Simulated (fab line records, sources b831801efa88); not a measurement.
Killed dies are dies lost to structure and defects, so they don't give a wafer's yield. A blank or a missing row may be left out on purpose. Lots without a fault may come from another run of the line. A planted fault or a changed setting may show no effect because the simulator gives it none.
A struck lot beside a sound one | flow sky130 | 15 steps out of a route of 708
Sound: wafers L891.1, L891.4, L891.5. Struck: wafers L895.1, L895.4, L895.5. The cause comes at the end.
At each step with rows: each side's tool, then ch and its chambers, then its first start. Under that, the readings that differ: sound wafers | struck wafers | difference of the means | sigmas: that difference in standard deviations of wafers without a fault.
alike: readings whose means differ by less than 2 such deviations, and words and numbers that are the same on both sides. not compared: withheld readings, readings that some wafer has no value for, bounds like >300 that may hide the same value, and numbers for which the record gives no deviation and whose values overlap.
The two part at a step that has a row with sigmas, a row that says differs or no value, or rows on one side only. Numbers that don't overlap but have no deviation are shown without sigmas and don't part them. A reading that every wafer of one side lacks parts them only if that side has two wafers or more.

first, 9 steps without rows for these wafers: SKY_CAPM_CLEAN_17 (cleans in O3/DIW); SKY_METAL3_DEHYDRATE_05 (time 60 s); SKY_METAL3_HMDS_06 (prime time 60 s); SKY_METAL3_COAT_07 (resist thk 60 nm); SKY_METAL3_COAT_08 (resist thk 1140 nm); SKY_METAL3_SOFTBAKE_09 (time 90 s); SKY_METAL3_EXPOSE_10 (exposes mask MM3, target cd 300 nm); SKY_METAL3_PEB_11; SKY_METAL3_DEVELOP_12 (develop time 60 s).
SKY_METAL3_CD_MEAS_13: target cd 300 nm.
  sound on cd_sem-02, day 38 23:19; struck on cd_sem-01, day 40 20:49
  alike: cd_nm
SKY_METAL3_OVL_MEAS_14:
  sound on overlay-02, day 38 23:26; struck on overlay-02, day 40 20:56
  alike: METAL3_OVL
SKY_METAL3_DESCUM_15: chemistry O2, time 8 s.
  sound on rie_metal-02 ch 0,1, day 38 23:28; struck on rie_metal-04 ch 0,1, day 40 20:58
  reading                     | sound       | struck      | difference | sigmas
  drypump_motor_current_A (A) | 6.5 6.5 6.2 | 5.0 5.0 5.7 | -1.2       | -3
  alike: oes_product_au
  not compared: rf_hours_counter_h
SKY_METAL3_ETCH_16: etches BARC in N2/H2, stops on SiO2, time 88.2 s, target depth 60 nm.
  sound on rie_metal-02 ch 0,1, day 38 23:29; struck on rie_metal-04 ch 0,1, day 40 20:59
  reading                                       | sound          | struck         | difference | sigmas
  drypump_motor_current_A (A)                   | 6.5 6.5 6.3    | 5.0 5.0 5.7    | -1.2       | -3
  model.KrF-thick_of_METAL3_COAT_08.thk_nm (nm) | 1072 1077 1073 | 1094 1091 1088 | +17        |
  alike: oes_product_au, throttle_valve_pct
  not compared: rf_hours_counter_h, model.METAL3.cd_nm
SKY_METAL3_ETCH_17: etches SiO2 in C4F8/O2/Ar, stops on TiN, time 3.9 s, target depth 15 nm.
  sound on rie_diel-03 ch 0,1,3, day 38 23:35; struck on rie_diel-03 ch 0,2, day 40 21:05
  alike: oes_product_au
  not compared: model.METAL3.cd_nm
SKY_METAL3_METAL_ETCH_18: etches the open film in Cl2/BCl3, stops on SiO2, target depth 845 nm, time 183.1 s.
  sound on rie_metal-04 ch 0,1, day 38 23:37; struck on rie_metal-03 ch 1, day 40 21:07
  alike: drypump_motor_current_A, oes_product_au, throttle_valve_pct
  not compared: rf_hours_counter_h

WHERE THEY PART
First at SKY_METAL3_DESCUM_15; last, within this record, at SKY_METAL3_ETCH_16. Later steps at which nothing parts them and some readings are alike: SKY_METAL3_ETCH_17, SKY_METAL3_METAL_ETCH_18.

WHY: what the simulator had put in
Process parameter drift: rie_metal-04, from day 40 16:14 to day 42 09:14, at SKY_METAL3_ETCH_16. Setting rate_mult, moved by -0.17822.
